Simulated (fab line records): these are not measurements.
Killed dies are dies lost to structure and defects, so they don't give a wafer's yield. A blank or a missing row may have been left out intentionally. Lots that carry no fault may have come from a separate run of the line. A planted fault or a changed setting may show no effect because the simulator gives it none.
fab line records	flow sky130
record: lots: 6	wafers: 18	last_day: 50
route steps=708 shown FIELD_ISO@21 NWELL@32 DNWELL@35 PWDE@45 PAD_OPEN@708
lots that met no fault: taken from a fault-free run of the same line
start_h: hours from the record's first day to the start of the lot's first wafer shown	wait_h: hours from the lot's prior step to this one	" repeats the value in the row above	L1.1+2: a single row standing in for several wafers	- either no value or no given start	* or withheld: withheld	< > ~ a bound
route shown NAME@n: names a module that has steps shown in the file, with the first one's number in the route	usual: mean/standard deviation of fault-free wafers	same: alike in all rows	chamber/n: place in a boat	sites: readings site by site	_std_site: how widely they spread, as a standard deviation	_edge_site: mean of outer sites minus mean of inner sites	radius_mm: for every site, how far away it sits from the centre of the wafer	mask NAME#n: copy n	behind: the tool/chamber that last shaped the wafer	hold: why the lot went on hold/how many hours it stayed there/how the hold came to an end	device: which transistor (n, p or np) failed to switch	end of line: the tests these same wafers got at the end of their route	step lacking rows: just its recipe	killed: not the wafer's yield, but the dies lost to structure and defects at the first sort	map: the dies of a wafer, with x for killed, . for not killed, _ for no die there
set.NAME: the setting as run; set.NAME@STEP: as run at that earlier step	model.NAME: the simulator's own value behind a step, which no gauge read
lots seen at some steps along the route; tables by step, rows by wafer
services: when a tool's chamber went out of use (start_h, in hours from the record's first day, below 0 if earlier), for how many hours, and the reason
== steps ==
step: SKY_FIELD_ISO_CLEAN_20
recipe: chemistry: dHF	time_s: 20	dilution: 100:1
step: SKY_FIELD_ISO_WET_ETCH_21
recipe: chemistry: dHF	dilution: 100:1	target_depth_nm: 20	dry: ipa_marangoni	target: SiO2	temp_c: 25	time_s: 400
step: SKY_FIELD_ISO_OXIDATION_22
recipe: temp_c: 950	ambient: O2	stabilise_s: 600	purge_s: 300	target_thk_a: 100	ox_time_s: 623
step: SKY_FIELD_ISO_THK_MEAS_23
recipe: reads: SiO2_of_FIELD_ISO_OXIDATION_22
usual: FIELD_ISO_OXIDATION_01_THK: 10.06/0.19
lot.wafer	tool	chamber	start_h	wait_h	FIELD_ISO_OXIDATION_01_THK[nm]
L212.3	film_metro-04	-	49.34	0.0	10.13
L212.4	"	-	"	"	9.98
L212.6	"	-	"	"	10.04
L219.1	film_metro-02	-	82.42	0.0	9.88
L219.3	"	-	"	"	9.72
L219.6	"	-	"	"	9.61
L220.1	film_metro-04	-	89.27	0.0	10.21
L220.2	"	-	"	"	10.21
L220.6	"	-	"	"	10.13
L226.3	film_metro-03	-	120.42	0.0	9.62
L226.4	"	-	"	"	9.77
L226.5	"	-	"	"	9.69
L229.1	film_metro-02	-	135.00	0.0	10.25
L229.2	"	-	"	"	10.23
L229.4	"	-	"	"	10.23
L230.2	film_metro-03	-	139.67	0.0	10.02
L230.3	"	-	"	"	10.06
L230.5	"	-	"	"	10.05
step: SKY_FIELD_ISO_CVD_24
recipe: material: SiO2	target_thk_nm: 595	temp_c: 650	sigma_open_frac: 0.3	time_s: 99.2	sih4_flow_sccm: 60	pressure_mtorr: 6.269
step: SKY_FIELD_ISO_THK_MEAS_25
recipe: reads: SiO2_of_FIELD_ISO_CVD_24
usual: FIELD_ISO_CVD_24_THK: 592/6.8
lot.wafer	tool	chamber	start_h	wait_h	FIELD_ISO_CVD_24_THK[nm]
L212.3	film_metro-02	-	49.47	0.1	598
L212.4	"	-	"	"	585
L212.6	"	-	"	"	594
L219.1	film_metro-03	-	82.55	0.0	609
L219.3	"	-	"	"	603
L219.6	"	-	"	"	606
L220.1	film_metro-02	-	89.40	0.0	590
L220.2	"	-	"	"	593
L220.6	"	-	"	"	592
L226.3	film_metro-02	-	120.55	0.1	594
L226.4	"	-	"	"	586
L226.5	"	-	"	"	586
L229.1	film_metro-04	-	135.13	0.0	595
L229.2	"	-	"	"	588
L229.4	"	-	"	"	597
L230.2	film_metro-02	-	139.81	0.0	599
L230.3	"	-	"	"	599
L230.5	"	-	"	"	596
step: SKY_FIELD_ISO_ANNEAL_26
recipe: temp_c: 1000	time_s: 1800	ambient: N2
step: SKY_FIELD_ISO_CMP_27
recipe: stop_on: Si3N4	t_overpolish_s: 16	down_force_psi: 4	platen_rpm: 60	target_thk_nm: 457.8	pad_velocity_m_s: 0.94248
usual: motor_current_A: 12.5/1	overpolish_run_s: 15.999/0.0091	slurry_flow_ml_min: 150.0/0.5	time_to_endpoint_s: 109/4.3
lot.wafer	tool	chamber	start_h	wait_h	motor_current_A	overpolish_run_s	slurry_flow_ml_min	time_to_endpoint_s
L212.4	cmp-01	0	51.06	0.1	12.3	15.998	149.8	104
L212.3	"	2	"	"	12.3	16.002	150.9	107
L212.6	"	0	"	"	12.7	15.978	149.8	108
L219.1	cmp-01	0	84.38	0.3	11.6	15.991	150.0	112
L219.3	"	2	"	"	11.8	16.001	149.7	108
L219.6	"	0	"	"	12.2	16.004	149.7	107
L220.2	cmp-01	1	91.06	0.1	12.3	15.996	149.6	104
L220.1	"	2	"	"	11.8	15.990	149.8	103
L220.6	"	3	"	"	13.9	16.010	149.7	107
L226.3	cmp-02	1	123.46	0.1	13.4	16.002	149.9	112
L226.4	"	2	"	"	10.0	15.997	149.4	108
L226.5	"	1	"	"	13.9	15.988	150.0	112
L229.1	cmp-02	3	137.91	0.0	12.5	15.984	149.6	107
L229.2	"	1	"	"	14.0	15.989	150.5	112
L229.4	"	2	"	"	10.0	16.005	150.4	108
L230.3	cmp-01	3	141.81	0.1	13.8	15.990	149.6	112
L230.2	"	0	"	"	12.2	15.988	150.1	109
L230.5	"	3	"	"	13.5	16.010	150.0	110
step: SKY_FIELD_ISO_WET_ETCH_28
recipe: chemistry: dHF	target_depth_nm: 23.7	target: SiO2	dilution: 10:1	temp_c: 25	time_s: 47
step: SKY_FIELD_ISO_WET_ETCH_29
recipe: chemistry: H3PO4	target_depth_nm: 160	target: Si3N4	temp_c: 160	time_s: 1825
step: SKY_FIELD_ISO_WET_ETCH_30
recipe: chemistry: dHF	target_depth_nm: 25	target: SiO2	dilution: 10:1	temp_c: 25	time_s: 50
step: SKY_NWELL_CLEAN_00
recipe: chemistry: SC1/SC2	mix: 1:4:20	temp_c: 70	time_s: 150	dry: n2_spin
step: SKY_NWELL_OXIDATION_01
recipe: temp_c: 900	ambient: O2	stabilise_s: 600	purge_s: 300	target_thk_a: 100	ox_time_s: 1418
usual: spike_tc_lower_C: 901.2/0.95
lot.wafer	tool	chamber	start_h	wait_h	spike_tc_lower_C
L212.3	furnace-01	0	52.52	0.6	900.8
L212.4	"	0	"	"	901.5
L212.6	"	0	"	"	902.5
L219.1	furnace-01	0	85.64	0.3	900.4
L219.3	"	0	"	"	900.7
L219.6	"	0	"	"	900.8
L220.1	furnace-02	0	92.48	0.0	902.1
L220.2	"	0	"	"	900.1
L220.6	"	0	"	"	900.7
L226.3	furnace-01	0	124.94	0.6	902.4
L226.4	"	0	"	"	903.3
L226.5	"	0	"	"	901.1
L229.1	furnace-02	0	138.87	0.0	901.3
L229.2	"	0	"	"	900.7
L229.4	"	0	"	"	901.3
L230.2	furnace-02	0	143.11	0.4	901.1
L230.3	"	0	"	"	901.4
L230.5	"	0	"	"	900.2
step: SKY_NWELL_THK_MEAS_02
recipe: reads: SiO2_of_NWELL_OXIDATION_01
usual: NWELL_OXIDATION_THK: 10.11/0.19
lot.wafer	tool	chamber	start_h	wait_h	NWELL_OXIDATION_THK[nm]
L212.3	film_metro-03	-	53.93	0.0	10.11
L212.4	"	-	"	"	10.13
L212.6	"	-	"	"	10.33
L219.1	film_metro-03	-	87.03	0.0	10.14
L219.3	"	-	"	"	10.03
L219.6	"	-	"	"	10.09
L220.1	film_metro-01	-	93.87	0.0	10.24
L220.2	"	-	"	"	10.24
L220.6	"	-	"	"	10.22
L226.3	film_metro-03	-	126.36	0.0	9.98
L226.4	"	-	"	"	10.05
L226.5	"	-	"	"	9.77
L229.1	film_metro-02	-	140.26	0.0	10.55
L229.2	"	-	"	"	10.53
L229.4	"	-	"	"	10.53
L230.2	film_metro-03	-	144.51	0.0	10.08
L230.3	"	-	"	"	10.39
L230.5	"	-	"	"	10.28
step: SKY_DNWELL_DEHYDRATE_00
recipe: temp_c: 200	time_s: 60
step: SKY_DNWELL_HMDS_01
recipe: prime_time_s: 60	prime_temp_c: 120
step: SKY_DNWELL_COAT_02
recipe: spin_rpm: 2000	resist_thk_nm: 3000
step: SKY_DNWELL_SOFTBAKE_03
recipe: temp_c: 110	time_s: withheld
step: SKY_DNWELL_EXPOSE_04
recipe: mask_id: DNM	na: 0.57	target_cd_nm: 3000	dose_mj: 222
step: SKY_DNWELL_PEB_05
recipe: temp_c: 115	time_s: withheld
step: SKY_DNWELL_DEVELOP_06
recipe: wall_angle_deg: 90	developer: TMAH	develop_time_s: 60	dev_temp_c: 23
step: SKY_DNWELL_IMPLANT_07
recipe: species: P	energy_kev: withheld	dose_cm2: withheld	tilt_deg: withheld
step: SKY_DNWELL_STRIP_08
recipe: chemistry: O2/N2	power_w: 1400	pressure_mtorr: 1500	platen_temp_c: withheld	o2_flow_sccm: 3000	n2_flow_sccm: 300	overash_fraction: 0.5
usual: drypump_motor_current_A: 5.6/0.5	o2_flow_sccm: 2999/9.2	oes_product_au: 0.723/0.0044	strip_time_to_endpoint_s: 36.89/0.081
lot.wafer	tool	chamber	start_h	wait_h	drypump_motor_current_A	o2_flow_sccm	oes_product_au	rf_hours_counter_h	strip_time_to_endpoint_s
L212.3	plasma_asher-02	1	69.80	0.1	5.5	3014	0.715	-	36.90
L212.4	"	0	"	"	4.9	3012	0.721	-	37.08
L212.6	"	1	"	"	5.5	3023	0.728	-	36.92
L219.1	plasma_asher-02	1	104.20	0.1	5.5	3018	0.717	40	36.90
L219.3	"	0	"	"	4.9	3001	0.722	-	36.81
L219.6	"	1	"	"	5.5	3000	0.729	-	36.92
L220.1	plasma_asher-03	0	111.77	0.1	6.0	3010	0.716	43	36.75
L220.2	"	1	"	"	5.9	3011	0.724	43	36.76
L220.6	"	1	"	"	5.9	3005	0.719	-	36.86
L226.3	plasma_asher-02	1	145.45	0.1	5.6	3008	0.724	-	36.95
L226.4	"	0	"	"	5.0	3006	0.726	-	36.98
L226.5	"	0	"	"	4.9	3007	0.722	-	36.93
L229.1	plasma_asher-01	0	159.82	0.1	4.9	2991	0.722	34	36.82
L229.2	"	1	"	"	6.1	3015	0.725	34	36.96
L229.4	"	1	"	"	6.0	3008	0.731	-	36.86
L230.2	plasma_asher-03	0	163.97	0.1	6.0	2998	0.723	49	37.00
L230.3	"	0	"	"	6.1	3000	0.723	-	37.12
L230.5	"	1	"	"	5.9	2997	0.728	-	36.95
step: SKY_DNWELL_TW_MEAS_09
usual: DNWELL_TW: 1110/7.5
lot.wafer	tool	chamber	start_h	wait_h	DNWELL_TW
L212.3	film_metro-03	-	69.89	0.1	1121
L212.4	"	-	"	"	1113
L212.6	"	-	"	"	1121
L219.1	film_metro-01	-	104.34	0.1	1105
L219.3	"	-	"	"	1108
L219.6	"	-	"	"	1107
L220.1	film_metro-02	-	111.87	0.1	1111
L220.2	"	-	"	"	1112
L220.6	"	-	"	"	1119
L226.3	film_metro-01	-	145.54	0.1	1100
L226.4	"	-	"	"	1111
L226.5	"	-	"	"	1113
L229.1	film_metro-02	-	159.92	0.1	1108
L229.2	"	-	"	"	1101
L229.4	"	-	"	"	1106
L230.2	film_metro-01	-	164.08	0.1	1108
L230.3	"	-	"	"	1108
L230.5	"	-	"	"	1101
step: SKY_PWDE_DEHYDRATE_00
recipe: temp_c: 200	time_s: 60
step: SKY_PWDE_HMDS_01
recipe: prime_time_s: 60	prime_temp_c: 120
step: SKY_PWDE_COAT_02
recipe: spin_rpm: 2000	resist_thk_nm: 3000
step: SKY_PWDE_SOFTBAKE_03
recipe: temp_c: 110	time_s: withheld
step: SKY_PWDE_EXPOSE_04
recipe: mask_id: PWDEM	na: 0.6	source_shape: conventional	sigma_outer: 0.6	polarization: unpolarized	target_cd_nm: 840	dose_mj: 214
step: SKY_PWDE_PEB_05
recipe: temp_c: 115	time_s: withheld
step: SKY_PWDE_DEVELOP_06
recipe: wall_angle_deg: 90	developer: TMAH	develop_time_s: 61.84	dev_temp_c: 23
step: SKY_PWDE_OVL_MEAS_07
usual: PWDE_OVL: -0.4/1.3
lot.wafer	tool	chamber	start_h	wait_h	PWDE_OVL[nm]
L212.3	overlay-01	-	86.51	-	1.3
L212.4	"	-	"	"	1.0
L212.6	"	-	"	"	0.7
L219.1	overlay-01	-	122.27	-	-0.3
L219.3	"	-	"	"	-0.5
L219.6	"	-	"	"	-0.5
L220.1	overlay-01	-	130.55	-	-0.8
L220.2	"	-	"	"	-1.6
L220.6	"	-	"	"	-0.7
L226.3	overlay-01	-	164.92	-	-1.2
L226.4	"	-	"	"	-2.1
L226.5	"	-	"	"	-1.0
L229.1	overlay-02	-	180.07	-	-0.3
L229.2	"	-	"	"	1.4
L229.4	"	-	"	"	0.0
L230.2	overlay-02	-	184.30	-	1.0
L230.3	"	-	"	"	-1.5
L230.5	"	-	"	"	-0.7
step: SKY_PWDE_IMPLANT_08
recipe: species: B	energy_kev: 150	dose_cm2: 3.6e+12	tilt_deg: withheld
step: SKY_PWDE_STRIP_09
recipe: chemistry: O2/N2	power_w: 1400	pressure_mtorr: 1500	platen_temp_c: withheld	o2_flow_sccm: 3000	n2_flow_sccm: 300	overash_fraction: 0.5
usual: drypump_motor_current_A: 5.4/0.52	o2_flow_sccm: 3000/8	oes_product_au: 0.723/0.0047	strip_time_to_endpoint_s: 36.92/0.086
lot.wafer	tool	chamber	start_h	wait_h	drypump_motor_current_A	o2_flow_sccm	oes_product_au	rf_hours_counter_h	strip_time_to_endpoint_s
L212.3	plasma_asher-02	0	86.94	0.1	4.9	3012	0.723	-	36.98
L212.4	"	1	"	"	5.5	2994	0.722	-	36.99
L212.6	"	0	"	"	5.0	2997	0.725	-	37.07
L219.1	plasma_asher-02	1	122.46	0.1	5.5	3003	0.714	42	36.84
L219.3	"	0	"	"	4.9	3009	0.718	-	36.79
L219.6	"	0	"	"	4.9	3002	0.724	-	36.93
L220.1	plasma_asher-01	0	130.73	0.1	4.9	2992	0.729	31	36.90
L220.2	"	1	"	"	6.1	2989	0.727	31	36.94
L220.6	"	0	"	"	4.9	2988	0.716	-	36.90
L226.3	plasma_asher-01	1	165.12	0.1	6.1	3008	0.723	-	37.06
L226.4	"	0	"	"	4.9	2982	0.724	-	37.00
L226.5	"	0	"	"	4.9	2996	0.722	-	36.92
L229.1	plasma_asher-02	0	180.26	0.1	5.0	3006	0.727	48	37.00
L229.2	"	1	"	"	5.5	2996	0.730	48	37.07
L229.4	"	1	"	"	5.5	2994	0.722	-	36.98
L230.2	plasma_asher-02	0	184.48	0.1	5.0	2992	0.719	48	36.94
L230.3	"	0	"	"	5.0	2999	0.716	-	37.04
L230.5	"	0	"	"	4.9	3004	0.727	-	36.91
step: SKY_PWDE_TW_MEAS_10
usual: PWDE_TW: 372.2/2.2
lot.wafer	tool	chamber	start_h	wait_h	PWDE_TW
L212.3	film_metro-02	-	87.03	0.1	367.4
L212.4	"	-	"	"	365.7
L212.6	"	-	"	"	367.7
L219.1	film_metro-01	-	122.56	0.1	373.7
L219.3	"	-	"	"	371.9
L219.6	"	-	"	"	374.1
L220.1	film_metro-02	-	130.83	0.1	369.6
L220.2	"	-	"	"	371.0
L220.6	"	-	"	"	372.0
L226.3	film_metro-01	-	165.21	0.1	370.6
L226.4	"	-	"	"	373.0
L226.5	"	-	"	"	372.5
L229.1	film_metro-01	-	180.36	0.1	371.8
L229.2	"	-	"	"	372.9
L229.4	"	-	"	"	373.0
L230.2	film_metro-03	-	184.59	0.1	372.7
L230.3	"	-	"	"	374.6
L230.5	"	-	"	"	373.8
step: SKY_NWELL_DEHYDRATE_03
recipe: temp_c: 200	time_s: 60
step: SKY_NWELL_HMDS_04
recipe: prime_time_s: 60	prime_temp_c: 120
step: SKY_NWELL_COAT_05
recipe: spin_rpm: 2000	resist_thk_nm: 3000
step: SKY_NWELL_SOFTBAKE_06
recipe: temp_c: 110	time_s: withheld
step: SKY_NWELL_EXPOSE_07
recipe: mask_id: NWM	na: 0.6	source_shape: conventional	sigma_outer: 0.6	polarization: unpolarized	target_cd_nm: 840	dose_mj: 255
step: SKY_NWELL_PEB_08
recipe: temp_c: 115	time_s: withheld
step: SKY_NWELL_DEVELOP_09
recipe: wall_angle_deg: 90	developer: TMAH	develop_time_s: 60	dev_temp_c: 23
step: SKY_PAD_OPEN_PROBE_99
usual: killed_at_M0_to_M3: 44/6.2	killed_at_M4_up: 3.3/1.7	killed_at_contacts: 24/4.9	killed_at_front_end: 16/5	killed_at_other: 0.3/0.48	killed_dies: 88/9	killed_on_rim: 17/3.7	killed_open: 48/7	killed_short: 39/6.1
same: gross_dies: 492	killed_at_back_side: 0
lot.wafer	tool	chamber	start_h	wait_h	hold	killed_at_M0_to_M3	killed_at_M4_up	killed_at_contacts	killed_at_front_end	killed_at_other	killed_dies	killed_on_rim	killed_open	killed_short
L219.6	prober-01	-	1133.94	0.2	-	51	3	29	13	0	96	20	55	41
L220.1	prober-02	-	1142.89	0.1	-	37	4	22	23	0	86	16	42	44
L220.2	prober-02	-	1142.94	0.1	-	50	3	27	21	1	102	22	61	40
L220.6	prober-02	-	1143.14	0.2	-	48	4	25	14	0	91	16	56	35
L226.3	prober-02	-	1186.47	0.2	-	44	2	31	9	0	86	18	48	38
L229.1	prober-01	-	1189.03	0.1	await_dispo/2.0h/release	42	3	16	213	1	275	51	43	30
L229.2	prober-01	-	1189.08	0.1	await_dispo/2.0h/release	37	2	19	209	0	267	51	36	37
L229.4	prober-01	-	1189.18	0.2	await_dispo/2.0h/release	35	1	8	221	0	265	45	27	27
L230.2	prober-02	-	1189.87	0.1	await_dispo/1.7h/release	35	1	21	225	0	282	51	38	29
L230.3	prober-02	-	1189.92	0.2	await_dispo/1.7h/release	41	1	26	211	1	280	46	59	27
L230.5	prober-02	-	1190.02	0.2	await_dispo/1.7h/release	31	2	18	232	0	283	61	29	34
killed by level:class
L219.6 VIA1:geometric_particle:open=14 CONTACT:geometric_particle:open=11 VIA2:geometric_particle:short=6 METAL2:geometric_particle:short=6 VIA2:geometric_particle:open=6 VIA3:geometric_particle:open=6 FIELD_ISO:geometric_particle:open=5 LOCAL_INTERCONNECT:geometric_particle:short=5
L220.1 VIA1:geometric_particle:open=9 FIELD_ISO:geometric_particle:short=7 LI_CONTACT:geometric_particle:open=7 CONTACT:geometric_particle:open=7 VIA1:geometric_particle:short=6 POLY_GATE:geometric_particle:open=5 CONTACT:geometric_particle:short=5 SPACER:geometric_particle:short=4
L220.2 VIA2:geometric_particle:open=12 VIA1:geometric_particle:open=11 CONTACT:geometric_particle:open=8 POLY_GATE:geometric_particle:open=7 LI_CONTACT:geometric_particle:open=6 VIA2:geometric_particle:short=6 FIELD_ISO:geometric_particle:short=5 METAL1:geometric_particle:short=5
L220.6 VIA1:geometric_particle:open=15 CONTACT:geometric_particle:open=10 VIA3:geometric_particle:open=8 LI_CONTACT:geometric_particle:open=6 VIA3:geometric_particle:short=6 POLY_GATE:geometric_particle:short=5 CONTACT:geometric_particle:short=5 POLY_GATE:geometric_particle:open=4
L226.3 LI_CONTACT:geometric_particle:open=9 VIA3:geometric_particle:open=9 CONTACT:geometric_particle:open=8 VIA1:geometric_particle:open=8 LOCAL_INTERCONNECT:geometric_particle:short=5 METAL1:geometric_particle:short=5 VIA1:geometric_particle:short=5 METAL2:geometric_particle:short=5
L229.1 NWELL:unspecified=202 VIA1:geometric_particle:open=10 CONTACT:geometric_particle:open=8 VIA1:geometric_particle:short=6 VIA3:geometric_particle:open=6 FIELD_ISO:geometric_particle:short=5 LI_CONTACT:geometric_particle:open=4 METAL2:geometric_particle:short=4
L229.2 NWELL:unspecified=194 VIA1:geometric_particle:open=9 LI_CONTACT:geometric_particle:open=6 VIA1:geometric_particle:short=6 FIELD_ISO:geometric_particle:short=5 FIELD_ISO:geometric_particle:open=5 CONTACT:geometric_particle:open=5 METAL3:geometric_particle:short=5
L229.4 NWELL:unspecified=211 VIA1:geometric_particle:open=10 METAL2:geometric_particle:short=6 VIA2:geometric_particle:open=6 FIELD_ISO:geometric_particle:short=4 METAL1:geometric_particle:short=4 CONTACT:geometric_particle:open=3 FIELD_ISO:geometric_particle:open=2
L230.2 NWELL:unspecified=215 VIA1:geometric_particle:open=13 CONTACT:geometric_particle:open=8 CONTACT:geometric_particle:short=6 VIA2:geometric_particle:open=5 POLY_GATE:geometric_particle:short=4 LI_CONTACT:geometric_particle:open=4 VIA1:geometric_particle:short=4
L230.3 NWELL:unspecified=194 VIA2:geometric_particle:open=16 CONTACT:geometric_particle:open=12 LI_CONTACT:geometric_particle:open=8 VIA1:geometric_particle:open=7 VIA3:geometric_particle:open=7 VIA3:geometric_particle:short=5 FIELD_ISO:geometric_particle:open=4
L230.5 NWELL:unspecified=220 VIA1:geometric_particle:open=10 LOCAL_INTERCONNECT:geometric_particle:short=6 CONTACT:geometric_particle:open=5 LI_CONTACT:geometric_particle:open=4 METAL1:geometric_particle:short=4 VIA1:geometric_particle:short=3 METAL2:geometric_particle:short=3
map L229.1 (x killed, . not)
__________.x..xx.xxx_________
________.xxx.xxxxxx..._______
______xxxxx.xx.xx.x..x.x_____
_____....xxxxxxx...xx.xxx____
____..xxx..x.x...x.x...xxx___
___.xxx...xx.x.x..x.x.x..x.__
__..x...xxx.x..xx.xxxx..xxx._
_.......x..x..xx.x.x.xxx.x.x.
_.xx.xx.xxx.xxx..x.x.x...xxxx
_...x.xxxx..xxxxxxxxxxx.xx..x
_...x.xx..xxxx..xxxxxxxx.x.xx
_.xxxxxx.x....x.......xx...x.
_.x.x...xxxxx...xxxxx.xxxxx..
_.x.xx.x.xxxxxxx.xxx..x.x.x..
_xxx.x..x.x.x.xxx.x.x.xxxx.xx
__..xx....x.x.x.x..x.x.xx..x_
___..x..x....xx....xxxxxxxx__
____xx...x.xx..xxx..xxxxxx___
_____.xxx.xx..xx...xxx.xx____
______x..xxx...x...x.x.x_____
________..xxx.xxx.x.x._______
__________xxx.x.xxxx_________
map L230.5 (x killed, . not)
__________xxxx..xxxx_________
________.xxx...x.xx..x_______
______xxx.xxx.x...x..xxx_____
_____xx...x..x.xxxxx.xx.x____
____x..xxxx.x....x.xxxxx.x___
___x.x..x.x.xxxx.xxx.xx..x.__
__xxx..x..x.xx..xx..x.xxxxxx_
_...xxx..xxx..x..xxx.x.x...x.
_.xxxx.xx...xx...x..xxxxx.xx.
_.xxxxxx.xx.....x..xxx.xxx.x.
_....x..xxx...xxxx.xxxxxx...x
_.x..xx.xxxxxx.x.xxxx....x.xx
_x.xxx..xx.....x.xx.xxx...x..
_xx..x.x.xxx.xxx..xx...x.xx.x
_xx..xx..xxx.x.xx.x..x.xx.xxx
__x.xxxx..xx.xx.x..xxx.x..x._
___xxxxxx..x..xxxx.x.x...x.__
____..xxxxx.x.xxxxx...x.xx___
_____.xxxx...xxxxxx..xxx.____
______..x..x...xxx...xx._____
________xxxx.xx.xx.xx._______
__________.xxxx..xx._________
== services ==
tool	chamber	start_h	hours	kind
furnace-02	-	27.60	3.1	pm
cmp-01	-	31.20	3.5	repair
cmp-01	-	51.57	1.9	repair
plasma_asher-01	-	54.85	2.3	repair
furnace-01	-	55.49	3.4	pm
cmp-01	-	62.16	1.7	repair
cmp-02	-	64.00	4.0	pm
cmp-02	-	68.00	-	consumable_replace:conditioner
cmp-02	-	68.00	-	consumable_replace:pad
cmp-02	-	81.57	27.7	repair
plasma_asher-01	-	103.12	1.1	repair
cmp-02	-	109.26	5.1	pm
cmp-02	-	117.04	2.9	repair
cmp-01	-	140.07	0.9	repair
furnace-02	-	149.44	4.3	pm
cmp-01	-	156.20	50.7	repair
furnace-01	-	156.58	3.5	pm
cmp-01	-	166.57	2.0	repair
== key ==
first_sign: step: SKY_PAD_OPEN_PROBE_99	reading: killed_at_front_end	direction: up	sigmas: 40	usual: 16	struck: 218
effect: step: SKY_PAD_OPEN_PROBE_99	reading: killed_dies	direction: up	sigmas: 21	usual: 88	struck: 275
met_at SKY_NWELL_OXIDATION_01
struck_wafers L229.1,L229.2,L229.4,L230.2,L230.3,L230.5
tester_left_out L229,L230
onset_between 92.48 138.87
also_fits time
fault: kind: chamber_particle_source	tool: furnace-02	chamber: -	onset_h: 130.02	steps: SKY_NWELL_OXIDATION_01	rate_per_visit_cm2: 1.1878	end_h: 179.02
tester_left_out: of these lots the tester's yield and bins aren't shown, on N5 and GAA mostly nor the transistor test; their killed dies are dies lost to structure and defects alone, not to doping, threshold or leakage, so they don't give the yield
